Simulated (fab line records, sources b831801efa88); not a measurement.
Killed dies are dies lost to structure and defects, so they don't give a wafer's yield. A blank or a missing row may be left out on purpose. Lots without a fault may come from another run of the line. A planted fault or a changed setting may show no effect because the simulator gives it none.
Which tool did it? | flow sky130 | 7 lots, 20 wafers sampled, at 4 steps of a route of 708

WHAT THE GAUGES READ, wafer by wafer
SKY_VIA1_THK_MEAS_01.
lot  | measured     | on            | VIA1_HDPCVD_THK (nm)
L939 | day 32 23:29 | film_metro-03 | 1024 1021 1012
L941 | day 33 19:59 | film_metro-04 | 1032 1032 1029
L943 | day 34 08:24 | film_metro-02 | 1014 1025 1034
L945 | day 35 06:35 | film_metro-03 | 1029 1030 1029
L947 | day 35 18:32 | film_metro-04 | 1039 1044 1033
L953 | day 37 17:25 | film_metro-03 | 545 545
L961 | day 40 07:38 | film_metro-03 | 1024 1024 1046

WHICH TOOL RAN EACH LOT (tool, then ch and the chambers of the sampled wafers, then the start)
lot  | SKY_CONTACT_SPUTTER_23       | SKY_METAL1_ETCH_18                | SKY_VIA1_HDPCVD_00
L939 | pvd_sputter-01, day 31 18:19 | rie_metal-02 ch 0,1, day 32 22:35 | hdpcvd-01 ch 0,1,2, day 32 23:22
L941 | pvd_sputter-02, day 32 15:23 | rie_metal-02 ch 0,1, day 33 19:07 | hdpcvd-01 ch 1,2, day 33 19:52
L943 | pvd_sputter-01, day 33 04:13 | rie_metal-02 ch 1, day 34 07:28   | hdpcvd-02 ch 2, day 34 08:13
L945 | pvd_sputter-01, day 34 02:31 | rie_metal-03 ch 0,1, day 35 05:44 | hdpcvd-02 ch 0,2, day 35 06:29
L947 | pvd_sputter-01, day 34 14:37 | rie_metal-02 ch 0,1, day 35 17:38 | hdpcvd-02 ch 0,1,2, day 35 18:25
L953 | pvd_sputter-01, day 36 12:34 | rie_metal-03 ch 1, day 37 15:55   | hdpcvd-02 ch 1,2, day 37 17:18
L961 | pvd_sputter-02, day 39 05:11 | rie_metal-01 ch 0,1, day 40 06:47 | hdpcvd-02 ch 0,2, day 40 07:31
- SKY_CONTACT_SPUTTER_23: material TiN, target thk 20 nm, time 80 s.
- SKY_METAL1_ETCH_18: etches BARC in N2/H2, stops on SiO2, time 45.9 s, target depth 60 nm.
- SKY_VIA1_HDPCVD_00: deposits SiO2, target thk 1030 nm, time 171.7 s.

THE ANSWER, worked out from the rows above alone
Rule: what is usual is taken from the lots themselves. Put in order of their means at a reading, lots are off if they are a third of the lots or fewer, leave a main group of 4 or more, and stand apart from it by a gap of 3 or more times the standard deviation of the main group's means; of several such gaps the widest counts. A main group whose means are all the same, to the digits that the tables above print for the reading, isn't used. A lot without any number at a reading at which 4 lots or more have one is off too. The other lots that the step has rows for count as sound.
Off: L953, at SKY_VIA1_THK_MEAS_01 (VIA1_HDPCVD_THK). The main group: mean 1029 nm, standard deviation 6.1.
A tool fits if, at a process step before that reading, it ran every lot that is off, and no sound lot after the first of them. The gauges at SKY_VIA1_THK_MEAS_01 are tried like those tools. Can't be told from this: 2 tools fit, pvd_sputter-01 at SKY_CONTACT_SPUTTER_23, rie_metal-03 at SKY_METAL1_ETCH_18.

WHAT THE SIMULATOR HAD PUT IN
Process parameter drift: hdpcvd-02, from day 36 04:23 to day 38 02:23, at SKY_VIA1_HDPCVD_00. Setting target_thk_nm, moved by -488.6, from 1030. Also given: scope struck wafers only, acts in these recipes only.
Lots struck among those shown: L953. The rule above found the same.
